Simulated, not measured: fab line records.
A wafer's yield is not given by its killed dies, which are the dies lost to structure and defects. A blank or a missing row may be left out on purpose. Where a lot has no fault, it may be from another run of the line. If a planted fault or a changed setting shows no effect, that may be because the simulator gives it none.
Which of the tools did it? | flow gf180mcu | 14 lots, 42 wafers sampled, at 5 steps of a route of 602

WHAT EACH GAUGE READ, for each wafer
GF_HV_LDD_TW_MEAS_23. Usual: HV_LDD_2_TW typically reads 1059, with standard deviation 8.7.
lot  | measured     | on            | HV_LDD_2_TW    | flag
L451 | day 11 08:31 | film metro-04 | 1053 1056 1056 |
L452 | day 11 17:13 | film metro-01 | 1058 1059 1053 |
L454 | day 12 04:46 | film metro-03 | 1067 1064 1066 |
L455 | day 12 19:52 | film metro-01 | 1049 1054 1052 |
L457 | day 13 09:16 | film metro-03 | 1060 1063 1059 |
L458 | day 13 11:50 | film metro-04 | 1045 1051 1050 |
L459 | day 14 00:48 | film metro-04 | 1060 1058 1055 |
L463 | day 15 03:01 | film metro-01 | 1046 1052 1052 |
L464 | day 15 15:47 | film metro-03 | 1070 1070 1067 |
L465 | day 15 23:19 | film metro-04 | 1048 1047 1049 |
L466 | day 16 04:48 | film metro-03 | 1063 1071 1065 |
L467 | day 16 11:20 | film metro-03 | 1075 1070 1068 |
L469 | day 17 08:10 | film metro-03 | 1068 1065 1066 |
L472 | day 18 03:01 | film metro-01 | 1049 1047 1048 |

GF_HV_LDD_TW_MEAS_50. Usual: HV_LDD_4_TW typically reads 570, with standard deviation 3.7.
lot  | measured     | on            | HV_LDD_4_TW | flag
L451 | day 13 00:14 | film metro-01 | 568 569 568 |
L452 | day 13 09:35 | film metro-03 | 575 576 571 |
L454 | day 13 22:29 | film metro-01 | 568 564 564 |
L455 | day 14 14:07 | film metro-03 | 575 579 577 |
L457 | day 15 03:19 | film metro-01 | 567 567 567 |
L458 | day 15 07:19 | film metro-01 | 566 570 566 |
L459 | day 15 21:02 | film metro-01 | 573 568 569 |
L463 | day 17 00:50 | film metro-04 | 573 573 574 |
L464 | day 17 14:08 | film metro-04 | 573 575 573 |
L465 | day 17 22:49 | film metro-01 | 568 565 567 |
L466 | day 18 03:40 | film metro-04 | 569 573 573 |
L467 | day 18 11:33 | film metro-04 | 569 569 569 |
L469 | day 19 08:43 | film metro-03 | 575 576 573 |
L472 | day 20 04:01 | film metro-03 | 576 572 575 |

GF_HV_LDD_RS_MEAS_53: a four-point-probe measurement. Usual: HV_LDD_RS typically reads 423.2 ohm/sq, with standard deviation 0.93.
lot  | measured     | on            | HV_LDD_RS (ohm/sq) | flag
L451 | day 13 00:26 | film metro-03 | 423.3 425.6 423.7  |
L452 | day 13 09:48 | film metro-04 | 423.1 423.5 423.2  |
L454 | day 13 22:40 | film metro-04 | 423.7 421.5 424.7  |
L455 | day 14 14:18 | film metro-01 | 424.1 424.1 424.4  |
L457 | day 15 03:31 | film metro-03 | 423.4 422.8 422.9  |
L458 | day 15 07:29 | film metro-04 | 422.6 422.2 422.9  |
L459 | day 15 21:13 | film metro-01 | 423.9 422.8 423.3  |
L463 | day 17 01:01 | film metro-01 | 423.7 422.6 423.2  |
L464 | day 17 14:19 | film metro-03 | 422.6 421.4 422.7  |
L465 | day 17 23:01 | film metro-04 | - - -              | OFF
L466 | day 18 03:53 | film metro-04 | - - -              | OFF
L467 | day 18 11:44 | film metro-03 | 422.3 423.8 422.7  |
L469 | day 19 08:53 | film metro-03 | 422.8 422.8 423.2  |
L472 | day 20 04:12 | film metro-01 | 424.9 425.4 424.4  |

WHICH TOOL RAN EACH LOT (tool, then ch and the chambers of the sampled wafers, then the start)
lot  | GF_HV_LDD_STRIP_37                   | GF_HV_LDD_RTA_52
L451 | plasma asher-01 ch 0,1, day 12 03:57 | rtp anneal-02 ch 0, day 13 00:21
L452 | plasma asher-04 ch 0,1, day 12 12:58 | rtp anneal-01 ch 0, day 13 09:43
L454 | plasma asher-04 ch 0,1, day 13 01:12 | rtp anneal-02 ch 0, day 13 22:35
L455 | plasma asher-04 ch 0,1, day 13 17:10 | rtp anneal-01 ch 0, day 14 14:14
L457 | plasma asher-01 ch 0,1, day 14 06:07 | rtp anneal-01 ch 0, day 15 03:26
L458 | plasma asher-01 ch 0,1, day 14 09:27 | rtp anneal-01 ch 0, day 15 07:25
L459 | plasma asher-01 ch 0, day 14 22:33   | rtp anneal-01 ch 0, day 15 21:08
L463 | plasma asher-04 ch 0,1, day 16 01:39 | rtp anneal-01 ch 0, day 17 00:57
L464 | plasma asher-04 ch 0,1, day 16 14:58 | rtp anneal-02 ch 0, day 17 14:14
L465 | plasma asher-04 ch 0,1, day 16 22:43 | rtp anneal-02, day 17 22:55
L466 | plasma asher-04 ch 0,1, day 17 04:18 | rtp anneal-01, day 18 03:47
L467 | plasma asher-04 ch 0, day 17 11:42   | rtp anneal-02 ch 0, day 18 11:40
L469 | plasma asher-03 ch 0,1, day 18 08:17 | rtp anneal-02 ch 0, day 19 08:49
L472 | plasma asher-04 ch 0,1, day 19 03:35 | rtp anneal-01 ch 0, day 20 04:08
- GF_HV_LDD_STRIP_37: strips in O2/N2.
- GF_HV_LDD_RTA_52: time 10 s.

AS READ BY THE TOOLS THEMSELVES (means over the sampled wafers that have a number; for cases with no such wafer, the mark the record gives instead)
GF_HV_LDD_STRIP_37. Usual: drypump motor current A 5.8 A, standard deviation 0.77; heater power w 330 W, standard deviation 24; oes product au 0.715 a.u., standard deviation 0.0046; platen temp c 250.00 C, standard deviation 0.17; strip time to endpoint s 12.62 s, standard deviation 0.033.
lot  | tool            | drypump motor current A (A) | heater power w (W) | oes product au (a.u.) | platen temp c (C) | strip time to endpoint s (s) | flag
L451 | plasma asher-01 | 5.7                         | 309                | 0.712                 | 249.81            | 12.63                        |
L452 | plasma asher-04 | 5.4                         | 351                | 0.716                 | 249.86            | 12.58                        |
L454 | plasma asher-04 | 6.0                         | 339                | 0.717                 | 250.11            | 12.66                        |
L455 | plasma asher-04 | 6.1                         | 339                | 0.716                 | 249.89            | 12.59                        |
L457 | plasma asher-01 | 5.7                         | 312                | 0.715                 | 249.91            | 12.63                        |
L458 | plasma asher-01 | 5.7                         | 302                | 0.714                 | 249.85            | 12.62                        |
L459 | plasma asher-01 | 5.6                         | 295                | 0.715                 | 250.02            | 12.57                        |
L463 | plasma asher-04 | 5.4                         | 345                | 0.713                 | 249.87            | 12.60                        |
L464 | plasma asher-04 | 6.0                         | 339                | 0.715                 | 249.98            | 12.63                        |
L465 | plasma asher-04 | 5.4                         | 347                | 0.718                 | 249.96            | 12.62                        |
L466 | plasma asher-04 | 5.4                         | 353                | 0.716                 | 249.88            | 12.59                        |
L467 | plasma asher-04 | 6.7                         | 327                | 0.712                 | 249.92            | 12.65                        |
L469 | plasma asher-03 | 6.4                         | 346                | 0.712                 | 250.20            | 12.60                        |
L472 | plasma asher-04 | 5.4                         | 352                | 0.714                 | 250.04            | 12.65                        |

GF_HV_LDD_RTA_52. Usual: anneal temp c max 1005.5, standard deviation 2.1; chamber o2 ppm 1.996, standard deviation 0.022; lamp power pct 35 %, standard deviation 4.9; wafer_temp_C_max 1004.9, standard deviation 1.8.
lot  | tool          | anneal temp c max | chamber o2 ppm | lamp power pct (%) | wafer_temp_C_max | flag
L451 | rtp anneal-02 | 1008.0            | 1.975          | 40                 | 1006.1           |
L452 | rtp anneal-01 | 1004.0            | 1.981          | 31                 | 1004.3           |
L454 | rtp anneal-02 | 1008.4            | 1.990          | 40                 | 1006.0           |
L455 | rtp anneal-01 | 1003.5            | 1.994          | 31                 | 1003.8           |
L457 | rtp anneal-01 | 1004.4            | 2.015          | 31                 | 1003.8           |
L458 | rtp anneal-01 | 1004.4            | 1.987          | 31                 | 1003.6           |
L459 | rtp anneal-01 | 1004.1            | 1.987          | 31                 | 1004.0           |
L463 | rtp anneal-01 | 1003.9            | 1.983          | 31                 | 1004.5           |
L464 | rtp anneal-02 | 1008.1            | 2.012          | 40                 | 1007.2           |
L465 | rtp anneal-02 | -                 | -              | -                  | -                | OFF
L466 | rtp anneal-01 | -                 | -              | -                  | -                | OFF
L467 | rtp anneal-02 | 1007.4            | 2.019          | 40                 | 1006.0           |
L469 | rtp anneal-02 | 1008.3            | 1.997          | 40                 | 1006.8           |
L472 | rtp anneal-01 | 1004.4            | 2.012          | 31                 | 1004.0           |

THE ANSWER, worked out from the rows above alone
Rule: a lot is off if the mean of its wafers that have a number lies more than 3 standard deviations from the usual mean. A lot without any number at a reading at which 4 lots or more have one is off too. Where the step has rows for the other lots, those lots are counted as sound. Order of review: gauges by route order, followed by the tools' own readings, for which a lot's mean as printed above is used. At the first step where some lot is off, the reading lying furthest off is the one used; lots without a number count as furthest.
Off: at GF_HV_LDD_RS_MEAS_53 (HV_LDD_RS), L465, L466. Without a number there: L465, L466.
A tool fits if, at a process step before that reading, it ran every lot that is off, and no sound lot after the first of them. Not tried: the gauges at GF_HV_LDD_RS_MEAS_53; whatever is off there is also off at GF_HV_LDD_RTA_52, on other tools, and gauge error can't account for it. None of those tried fits.

WHAT THE SIMULATOR HAD INSERTED
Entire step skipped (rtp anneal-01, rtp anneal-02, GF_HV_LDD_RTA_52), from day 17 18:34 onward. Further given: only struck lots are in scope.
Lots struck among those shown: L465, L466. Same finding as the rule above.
